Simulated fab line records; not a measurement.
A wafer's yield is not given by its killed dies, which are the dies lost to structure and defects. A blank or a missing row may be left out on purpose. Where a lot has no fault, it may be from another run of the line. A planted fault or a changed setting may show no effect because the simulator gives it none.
fab line records	flow gf180mcu
[record] lots = 24	wafers = 72	lastDay = 34
route steps=602 shown SAB@275 V1@337 V5@555 TOP_METAL@568
lots untouched by any fault: they come from a run of this same line in which no faults occurred
startH: the number of hours between the record's first day and the start of the first shown wafer of the lot	waitH: time in hours since the lot's previous step	" as in the row above	L1.1+2: several wafers, shown together as one row	- no value, or no start given	* or withheld: withheld	< > ~ a bound
route shown NAME@n: a module of which the file shows steps, and the number in the route of the first	usual: mean and standard deviation over wafers with no fault	same: alike in all rows	chamber/n: place in a boat	sites: each site's reading	_std_site: standard deviation of those values	_edge_site: mean of outer sites minus mean of inner sites	radiusMm: for every site, how far away it sits from the centre of the wafer	mask NAME#n: copy n	behind: the last tool/chamber to shape the wafer	hold: why the lot went on hold/how many hours it stayed there/how the hold came to an end	device: the n, p or np transistor that did not switch	end of line: at the end of the route, the tests of the same wafers	where a step has no rows: the recipe by itself	killed: the dies lost at the first sort to structure and to defects; this is not the yield of the wafer	map: per-die view of a wafer (x killed, . not killed, _ where there is no die)
set.NAME: the run value of the setting; set.NAME@STEP: its run value at that earlier step	model.NAME: the simulator's own value behind a step, which no gauge read
the route's steps for a sample of lots (tables are steps, rows are wafers)
services: from which hour (startH, from the record's first day; less than 0 if before it) a tool's chamber was out of use, for how many hours, and why
[[steps]]
[step GF_SAB_ETCH_11]
[recipe] chemistry = C4F8/O2/Ar	maskMaterial = NOVOLAK	target = SiO2	targetDepthNm = 55	sourceW = 1500	biasW = 1200	pressureMtorr = 40	c4f8FlowSccm = withheld	O2_flow_sccm = 6	Ar_flow_sccm = 300	timeS = 8.5
[usual] oesProductAu = 1.002/0.0086
lot.wafer	tool	chamber	startH	waitH	oesProductAu	rfHoursCounterH
L074.1	rieDiel-04	1	340.95	0.0	0.988	4
L074.3	"	2	"	"	1.004	12
L074.6	"	1	"	"	0.993	-
L075.3	rieDiel-02	3	348.60	0.0	1.001	38
L075.4	"	0	"	"	1.001	73
L075.6	"	1	"	"	1.008	-
L076.1	rieDiel-02	0	357.46	0.0	0.998	73
L076.2	"	1	"	"	1.018	114
L076.4	"	2	"	"	1.006	1
L077.1	rieDiel-03	1	362.99	0.0	1.007	48
L077.5	"	1	"	"	0.992	-
L077.6	"	0	"	"	1.002	-
L078.1	rieDiel-02	1	379.75	0.0	1.012	115
L078.2	"	2	"	"	1.008	2
L078.4	"	0	"	"	1.004	74
L079.1	rieDiel-04	1	379.89	0.0	1.002	5
L079.5	"	0	"	"	1.013	-
L079.6	"	1	"	"	1.005	-
L080.3	rieDiel-03	2	391.45	0.0	1.003	3
L080.4	"	0	"	"	1.001	92
L080.5	"	1	"	"	0.995	-
L081.1	rieDiel-03	2	400.41	0.0	1.005	3
L081.3	"	1	"	"	0.997	49
L081.5	"	3	"	"	0.997	-
L082.1	rieDiel-04	2	407.29	0.0	1.000	14
L082.5	"	1	"	"	0.993	-
L082.6	"	0	"	"	1.003	-
L083.3	rieDiel-04	0	416.55	0.0	1.013	4
L083.4	"	2	"	"	1.001	-
L083.6	"	3	"	"	1.007	-
L084.1	rieDiel-04	2	422.59	0.0	0.998	15
L084.5	"	2	"	"	0.997	-
L084.6	"	1	"	"	0.995	-
L085.2	rieDiel-03	1	431.94	0.0	1.001	49
L085.4	"	3	"	"	0.994	8
L085.5	"	2	"	"	1.026	-
L086.1	rieDiel-03	3	443.39	0.0	0.992	8
L086.2	"	0	"	"	1.008	93
L086.5	"	0	"	"	0.988	-
L087.1	rieDiel-03	3	448.75	0.0	0.992	8
L087.3	"	0	"	"	0.997	93
L087.5	"	2	"	"	1.016	-
L088.1	rieDiel-04	1	459.60	0.0	0.999	7
L088.5	"	0	"	"	1.012	-
L088.6	"	3	"	"	1.009	-
L089.4	rieDiel-02	3	483.85	0.0	0.993	42
L089.5	"	3	"	"	0.999	-
L089.6	"	2	"	"	1.000	-
L090.3	rieDiel-04	3	484.49	0.0	1.022	8
L090.4	"	1	"	"	1.000	8
L090.6	"	0	"	"	1.019	-
L091.1	rieDiel-04	2	500.15	0.0	1.007	16
L091.3	"	1	"	"	0.998	8
L091.5	"	1	"	"	0.987	-
L092.1	rieDiel-02	3	501.56	0.0	0.993	42
L092.3	"	0	"	"	0.998	78
L092.5	"	3	"	"	0.994	-
L093.2	rieDiel-04	0	517.59	0.0	0.995	6
L093.3	"	2	"	"	0.993	16
L093.5	"	2	"	"	0.999	-
L094.2	rieDiel-02	1	518.86	0.0	0.996	4
L094.4	"	2	"	"	1.001	6
L094.5	"	2	"	"	0.993	-
L095.1	rieDiel-02	3	528.95	0.0	0.995	43
L095.2	"	0	"	"	1.005	79
L095.3	"	2	"	"	1.006	6
L096.3	rieDiel-04	1	529.91	0.0	0.984	9
L096.4	"	3	"	"	0.996	9
L096.5	"	0	"	"	0.997	-
L097.2	rieDiel-03	2	543.24	0.0	1.013	7
L097.3	"	3	"	"	0.995	11
L097.4	"	0	"	"	1.003	1
[step GF_V1_CVD_02]
[recipe] material = SiO2	targetThkNm = 850	precursor = TEOS	tempC = 400	timeS = 94.851	rfW = 600
[usual] heaterPowerW = 634/110	susceptorTempC = 399.99/0.21
lot.wafer	tool	chamber	startH	waitH	heaterPowerW	susceptorTempC
L074.1	pecvd-02	2	388.35	0.1	627	400.23
L074.3	"	0	"	"	827	400.15
L074.6	"	1	"	"	569	400.11
L075.3	pecvd-04	0	395.92	0.0	587	400.43
L075.4	"	2	"	"	646	400.05
L075.6	"	0	"	"	657	399.86
L076.1	pecvd-02	1	405.33	0.1	503	400.16
L076.2	"	0	"	"	806	400.34
L076.4	"	2	"	"	641	399.86
L077.1	pecvd-04	2	410.83	0.1	719	400.01
L077.5	"	1	"	"	554	399.77
L077.6	"	0	"	"	532	399.92
L078.1	pecvd-04	2	429.23	0.1	628	399.95
L078.2	"	0	"	"	641	400.07
L078.4	"	2	"	"	671	399.77
L079.1	pecvd-02	2	429.52	0.1	531	400.28
L079.5	"	1	"	"	576	400.38
L079.6	"	2	"	"	583	400.36
L080.3	pecvd-04	2	442.05	0.0	686	399.98
L080.4	"	0	"	"	527	399.93
L080.5	"	1	"	"	411	400.28
L081.1	pecvd-02	1	451.86	0.1	540	399.97
L081.3	"	0	"	"	682	400.02
L081.5	"	2	"	"	651	400.35
L082.1	pecvd-02	0	459.49	0.1	754	400.49
L082.5	"	1	"	"	593	400.05
L082.6	"	2	"	"	579	399.93
L083.3	pecvd-02	2	468.02	0.0	630	399.90
L083.4	"	2	"	"	513	399.69
L083.6	"	0	"	"	865	399.95
L084.1	pecvd-01	1	474.75	0.1	734	399.64
L084.5	"	2	"	"	667	400.08
L084.6	"	1	"	"	798	400.05
L085.2	pecvd-01	0	484.35	0.0	677	399.97
L085.4	"	0	"	"	710	399.98
L085.5	"	2	"	"	662	399.76
L086.1	pecvd-02	1	495.81	0.1	565	399.74
L086.2	"	0	"	"	797	400.29
L086.5	"	1	"	"	586	399.79
L087.1	pecvd-04	2	502.26	0.1	702	400.20
L087.3	"	1	"	"	496	399.65
L087.5	"	0	"	"	602	400.10
L088.1	pecvd-01	2	511.12	0.1	619	399.83
L088.5	"	2	"	"	659	399.82
L088.6	"	1	"	"	885	400.16
L089.4	pecvd-02	1	534.01	0.1	449	399.70
L089.5	"	0	"	"	844	400.00
L089.6	"	2	"	"	590	400.13
L090.3	pecvd-04	2	535.88	0.0	575	400.02
L090.4	"	1	"	"	504	400.24
L090.6	"	0	"	"	518	399.92
L091.1	pecvd-01	0	550.36	0.1	683	399.66
L091.3	"	2	"	"	645	400.03
L091.5	"	0	"	"	716	399.87
L092.1	pecvd-02	0	551.73	0.1	766	399.98
L092.3	"	1	"	"	475	400.03
L092.5	"	0	"	"	809	400.19
L093.2	pecvd-04	1	566.90	0.0	501	399.88
L093.3	"	2	"	"	672	399.76
L093.5	"	2	"	"	719	400.18
L094.2	pecvd-01	0	568.20	0.0	620	399.78
L094.4	"	1	"	"	852	400.18
L094.5	"	0	"	"	683	400.01
L095.1	pecvd-04	0	575.83	0.1	526	400.06
L095.2	"	2	"	"	645	399.60
L095.3	"	1	"	"	502	399.90
L096.3	pecvd-01	2	578.42	0.0	688	399.71
L096.4	"	1	"	"	698	399.75
L096.5	"	2	"	"	538	399.68
L097.2	pecvd-04	2	590.67	0.0	713	400.18
L097.3	"	0	"	"	622	400.01
L097.4	"	0	"	"	647	399.95
[step GF_V1_OVL_MEAS_15]
[usual] V1_OVL = 2/6.5
lot.wafer	tool	chamber	startH	waitH	V1_OVL[nm]
L074.1	overlay-01	-	411.30	0.1	5
L074.3	"	-	"	"	4
L074.6	"	-	"	"	1
L075.3	overlay-02	-	419.35	0.1	-2
L075.4	"	-	"	"	0
L075.6	"	-	"	"	4
L076.1	overlay-01	-	429.64	0.1	3
L076.2	"	-	"	"	6
L076.4	"	-	"	"	-1
L077.1	overlay-01	-	435.16	0.1	-6
L077.5	"	-	"	"	-6
L077.6	"	-	"	"	-3
L078.1	overlay-02	-	454.34	0.1	9
L078.2	"	-	"	"	10
L078.4	"	-	"	"	11
L079.1	overlay-01	-	454.50	0.1	13
L079.5	"	-	"	"	5
L079.6	"	-	"	"	5
L080.3	overlay-01	-	466.45	0.1	12
L080.4	"	-	"	"	11
L080.5	"	-	"	"	15
L081.1	overlay-01	-	476.79	0.1	-11
L081.3	"	-	"	"	-5
L081.5	"	-	"	"	5
L082.1	overlay-01	-	483.84	0.1	6
L082.5	"	-	"	"	5
L082.6	"	-	"	"	4
L083.3	overlay-02	-	492.07	0.1	-3
L083.4	"	-	"	"	9
L083.6	"	-	"	"	5
L084.1	overlay-02	-	499.20	0.1	-7
L084.5	"	-	"	"	-1
L084.6	"	-	"	"	-3
L085.2	overlay-02	-	507.99	0.1	11
L085.4	"	-	"	"	14
L085.5	"	-	"	"	9
L086.1	overlay-01	-	519.50	0.1	5
L086.2	"	-	"	"	11
L086.5	"	-	"	"	4
L087.1	overlay-01	-	526.79	0.1	6
L087.3	"	-	"	"	3
L087.5	"	-	"	"	-4
L088.1	overlay-01	-	534.50	0.1	11
L088.5	"	-	"	"	2
L088.6	"	-	"	"	7
L089.4	overlay-01	-	557.38	0.1	0
L089.5	"	-	"	"	4
L089.6	"	-	"	"	0
L090.3	overlay-01	-	558.66	0.1	5
L090.4	"	-	"	"	5
L090.6	"	-	"	"	6
L091.1	overlay-01	-	573.79	0.1	-4
L091.3	"	-	"	"	-5
L091.5	"	-	"	"	-8
L092.1	overlay-01	-	573.95	0.1	-11
L092.3	"	-	"	"	-7
L092.5	"	-	"	"	-12
L093.2	overlay-02	-	588.76	0.1	-1
L093.3	"	-	"	"	-7
L093.5	"	-	"	"	1
L094.2	overlay-01	-	590.31	0.1	7
L094.4	"	-	"	"	9
L094.5	"	-	"	"	9
L095.1	overlay-01	-	597.89	0.1	-3
L095.2	"	-	"	"	-2
L095.3	"	-	"	"	-3
L096.3	overlay-02	-	600.70	0.1	0
L096.4	"	-	"	"	-6
L096.5	"	-	"	"	-3
L097.2	overlay-01	-	612.54	0.1	-4
L097.3	"	-	"	"	-10
L097.4	"	-	"	"	-8
[step GF_V5_OVL_MEAS_15]
[usual] V5_OVL = 0/5.8
lot.wafer	tool	chamber	startH	waitH	V5_OVL[nm]
L074.1	overlay-01	-	629.36	0.1	-4
L074.3	"	-	"	"	-5
L074.6	"	-	"	"	-4
L075.3	overlay-01	-	635.71	0.1	-7
L075.4	"	-	"	"	0
L075.6	"	-	"	"	-7
L076.1	overlay-01	-	644.21	0.1	5
L076.2	"	-	"	"	-1
L076.4	"	-	"	"	3
L077.1	overlay-01	-	647.84	0.1	-2
L077.5	"	-	"	"	2
L077.6	"	-	"	"	4
L078.1	overlay-02	-	663.64	0.1	-4
L078.2	"	-	"	"	0
L078.4	"	-	"	"	-7
L079.1	overlay-01	-	664.82	0.1	-12
L079.5	"	-	"	"	-6
L079.6	"	-	"	"	-2
L080.3	overlay-01	-	671.76	0.1	-14
L080.4	"	-	"	"	-11
L080.5	"	-	"	"	-2
L081.1	overlay-01	-	685.31	0.1	-1
L081.3	"	-	"	"	-6
L081.5	"	-	"	"	-9
L082.1	overlay-02	-	688.32	0.1	5
L082.5	"	-	"	"	2
L082.6	"	-	"	"	10
L083.3	overlay-02	-	693.63	0.1	0
L083.4	"	-	"	"	12
L083.6	"	-	"	"	9
L084.1	overlay-01	-	700.22	0.1	-1
L084.5	"	-	"	"	3
L084.6	"	-	"	"	5
L085.2	overlay-02	-	708.30	0.1	1
L085.4	"	-	"	"	0
L085.5	"	-	"	"	-5
L086.1	overlay-02	-	721.77	0.1	-9
L086.2	"	-	"	"	3
L086.5	"	-	"	"	-11
L087.1	overlay-01	-	721.90	0.1	9
L087.3	"	-	"	"	9
L087.5	"	-	"	"	11
L088.1	overlay-02	-	726.10	0.1	5
L088.5	"	-	"	"	5
L088.6	"	-	"	"	9
L089.4	overlay-01	-	746.33	0.1	7
L089.5	"	-	"	"	10
L089.6	"	-	"	"	2
L090.3	overlay-02	-	748.17	0.1	0
L090.4	"	-	"	"	0
L090.6	"	-	"	"	-10
L091.1	overlay-01	-	758.06	0.1	6
L091.3	"	-	"	"	-3
L091.5	"	-	"	"	4
L092.1	overlay-02	-	760.42	0.1	-8
L092.3	"	-	"	"	2
L092.5	"	-	"	"	-2
L093.2	overlay-01	-	768.52	0.1	-8
L093.3	"	-	"	"	-7
L093.5	"	-	"	"	-3
L094.2	overlay-02	-	770.32	0.1	3
L094.4	"	-	"	"	1
L094.5	"	-	"	"	3
L095.1	overlay-01	-	776.57	0.1	2
L095.2	"	-	"	"	-6
L095.3	"	-	"	"	6
L096.3	overlay-01	-	779.32	0.1	-2
L096.4	"	-	"	"	-3
L096.5	"	-	"	"	-4
L097.2	overlay-01	-	786.45	0.1	-2
L097.3	"	-	"	"	-4
L097.4	"	-	"	"	-7
[step GF_V5_ETCH_17]
[recipe] chemistry = C4F8/O2/Ar	maskMaterial = KrF	target = SiO2	stopOn = TiN	sourceW = 1500	biasW = 1200	pressureMtorr = 40	c4f8FlowSccm = withheld	O2_flow_sccm = 6	Ar_flow_sccm = 300	timeS = withheld	targetDepthA = 8550
[usual] oesProductAu = 0.860/0.005
lot.wafer	tool	chamber	startH	waitH	oesProductAu
L074.1	rieDiel-02	3	-	-	0.860
L074.3	"	2	"	"	0.855
L074.6	"	2	"	"	0.849
L075.3	rieDiel-03	2	-	-	0.862
L075.4	"	1	"	"	0.850
L075.6	"	0	"	"	0.861
L076.1	rieDiel-02	3	-	-	0.859
L076.2	"	0	"	"	0.856
L076.4	"	2	"	"	0.857
L077.1	rieDiel-03	2	-	-	0.844
L077.5	"	1	"	"	0.845
L077.6	"	0	"	"	0.851
L078.1	rieDiel-01	3	-	-	0.854
L078.2	"	1	"	"	0.858
L078.4	"	2	"	"	0.864
L079.1	rieDiel-01	1	-	-	0.864
L079.5	"	0	"	"	0.858
L079.6	"	3	"	"	0.866
L080.3	rieDiel-01	0	-	-	0.860
L080.4	"	1	"	"	0.862
L080.5	"	1	"	"	0.865
L081.1	rieDiel-02	3	-	-	0.859
L081.3	"	0	"	"	0.864
L081.5	"	2	"	"	0.860
L082.1	rieDiel-02	0	-	-	0.864
L082.5	"	3	"	"	0.856
L082.6	"	0	"	"	0.861
L083.3	rieDiel-01	0	-	-	0.866
L083.4	"	2	"	"	0.860
L083.6	"	3	"	"	0.865
L084.1	rieDiel-03	0	-	-	0.859
L084.5	"	0	"	"	0.859
L084.6	"	1	"	"	0.868
L085.2	rieDiel-02	1	-	-	0.862
L085.4	"	0	"	"	0.862
L085.5	"	1	"	"	0.857
L086.1	rieDiel-02	2	-	-	0.856
L086.2	"	3	"	"	0.868
L086.5	"	3	"	"	0.859
L087.1	rieDiel-03	3	-	-	0.867
L087.3	"	2	"	"	0.851
L087.5	"	0	"	"	0.861
L088.1	rieDiel-02	2	-	-	0.865
L088.5	"	2	"	"	0.864
L088.6	"	1	"	"	0.860
L089.4	rieDiel-03	3	-	-	0.863
L089.5	"	0	"	"	0.852
L089.6	"	3	"	"	0.869
L090.3	rieDiel-01	0	-	-	0.864
L090.4	"	3	"	"	0.860
L090.6	"	0	"	"	0.859
L091.1	rieDiel-01	2	-	-	0.850
L091.3	"	0	"	"	0.856
L091.5	"	3	"	"	0.861
L092.1	rieDiel-01	0	-	-	0.864
L092.3	"	3	"	"	0.867
L092.5	"	0	"	"	0.860
L093.2	rieDiel-01	3	-	-	0.859
L093.3	"	1	"	"	0.860
L093.5	"	1	"	"	0.855
L094.2	rieDiel-02	2	-	-	0.857
L094.4	"	1	"	"	0.859
L094.5	"	2	"	"	0.857
L095.1	rieDiel-01	0	-	-	0.857
L095.2	"	3	"	"	0.864
L095.3	"	1	"	"	0.863
L096.3	rieDiel-01	1	-	-	0.861
L096.4	"	3	"	"	0.851
L096.5	"	1	"	"	0.861
L097.2	rieDiel-02	2	-	-	0.863
L097.3	"	0	"	"	0.867
L097.4	"	2	"	"	0.857
[step GF_TOP_METAL_SPUTTER_01]
[recipe] material = TiN	targetThkNm = 30	powerW = 6500	timeS = 25	chamberPressurePa = 0.4
[usual] throttleValvePct = 30.0/1.1
lot.wafer	tool	chamber	startH	waitH	throttleValvePct
L074.1	pvdSputter-04	-	630.88	0.1	30.5
L074.3	"	-	"	"	31.0
L074.6	"	-	"	"	29.8
L075.3	pvdSputter-02	-	637.22	0.1	31.8
L075.4	"	-	"	"	27.1
L075.6	"	-	"	"	29.9
L076.1	pvdSputter-02	-	645.76	0.1	31.5
L076.2	"	-	"	"	30.3
L076.4	"	-	"	"	27.1
L077.1	pvdSputter-04	-	649.46	0.1	30.0
L077.5	"	-	"	"	29.8
L077.6	"	-	"	"	29.5
L078.1	pvdSputter-03	-	666.17	0.1	31.2
L078.2	"	-	"	"	29.6
L078.4	"	-	"	"	29.4
L079.1	pvdSputter-02	-	667.07	0.1	31.5
L079.5	"	-	"	"	27.0
L079.6	"	-	"	"	30.2
L080.3	pvdSputter-03	-	673.29	0.1	29.7
L080.4	"	-	"	"	29.4
L080.5	"	-	"	"	29.7
L081.1	pvdSputter-04	-	687.28	0.1	29.2
L081.3	"	-	"	"	31.1
L081.5	"	-	"	"	29.8
L082.1	pvdSputter-02	-	690.24	0.1	30.3
L082.5	"	-	"	"	31.7
L082.6	"	-	"	"	30.1
L083.3	pvdSputter-03	-	695.13	0.1	31.1
L083.4	"	-	"	"	29.1
L083.6	"	-	"	"	31.1
L084.1	pvdSputter-04	-	702.25	0.1	31.2
L084.5	"	-	"	"	29.9
L084.6	"	-	"	"	29.6
L085.2	pvdSputter-02	-	709.99	0.1	31.5
L085.4	"	-	"	"	29.8
L085.5	"	-	"	"	31.6
L086.1	pvdSputter-03	-	723.28	0.1	29.8
L086.2	"	-	"	"	29.7
L086.5	"	-	"	"	29.5
L087.1	pvdSputter-04	-	723.41	0.1	30.1
L087.3	"	-	"	"	31.4
L087.5	"	-	"	"	29.9
L088.1	pvdSputter-04	-	727.62	0.1	29.6
L088.5	"	-	"	"	29.5
L088.6	"	-	"	"	31.0
L089.4	pvdSputter-03	-	747.84	0.0	29.7
L089.5	"	-	"	"	29.7
L089.6	"	-	"	"	31.3
L090.3	pvdSputter-02	-	749.67	0.1	30.0
L090.4	"	-	"	"	27.0
L090.6	"	-	"	"	26.7
L091.1	pvdSputter-03	-	759.58	0.1	31.2
L091.3	"	-	"	"	29.3
L091.5	"	-	"	"	31.4
L092.1	pvdSputter-04	-	761.94	0.1	30.3
L092.3	"	-	"	"	29.6
L092.5	"	-	"	"	29.9
L093.2	pvdSputter-04	-	770.10	0.1	31.1
L093.3	"	-	"	"	30.3
L093.5	"	-	"	"	29.8
L094.2	pvdSputter-03	-	771.88	0.1	29.7
L094.4	"	-	"	"	31.2
L094.5	"	-	"	"	29.8
L095.1	pvdSputter-03	-	778.08	0.1	29.7
L095.2	"	-	"	"	29.6
L095.3	"	-	"	"	28.8
L096.3	pvdSputter-03	-	781.10	0.1	29.7
L096.4	"	-	"	"	29.4
L096.5	"	-	"	"	29.7
L097.2	pvdSputter-03	-	787.96	0.1	29.9
L097.3	"	-	"	"	29.3
L097.4	"	-	"	"	29.6
[[services]]
tool	chamber	startH	hours	kind
rieDiel-01	0	337.02	1.2	repair
rieDiel-03	2	340.03	27.1	repair
rieDiel-03	0	349.12	2.9	repair
rieDiel-03	3	370.09	6.8	repair
pvdSputter-03	-	373.99	1.5	repair
rieDiel-04	-	388.65	0.3	repair
rieDiel-03	-	401.85	2.8	pm
rieDiel-01	-	412.13	5.4	repair
rieDiel-04	1	416.48	4.3	repair
rieDiel-01	1	434.22	4.9	repair
rieDiel-01	-	457.25	0.6	repair
rieDiel-01	3	457.83	3.0	repair
rieDiel-03	0	473.85	7.9	repair
rieDiel-02	2	501.31	7.0	repair
rieDiel-02	0	508.96	6.9	repair
rieDiel-04	2	535.85	9.2	repair
rieDiel-03	3	564.92	14.2	repair
rieDiel-03	-	566.63	1.4	repair
rieDiel-03	2	578.34	12.4	repair
rieDiel-02	-	602.21	0.2	repair
rieDiel-02	-	623.60	0.3	repair
rieDiel-03	3	633.03	6.8	repair
rieDiel-02	3	658.30	5.7	repair
rieDiel-03	2	700.77	10.2	repair
[[key]]
fault none
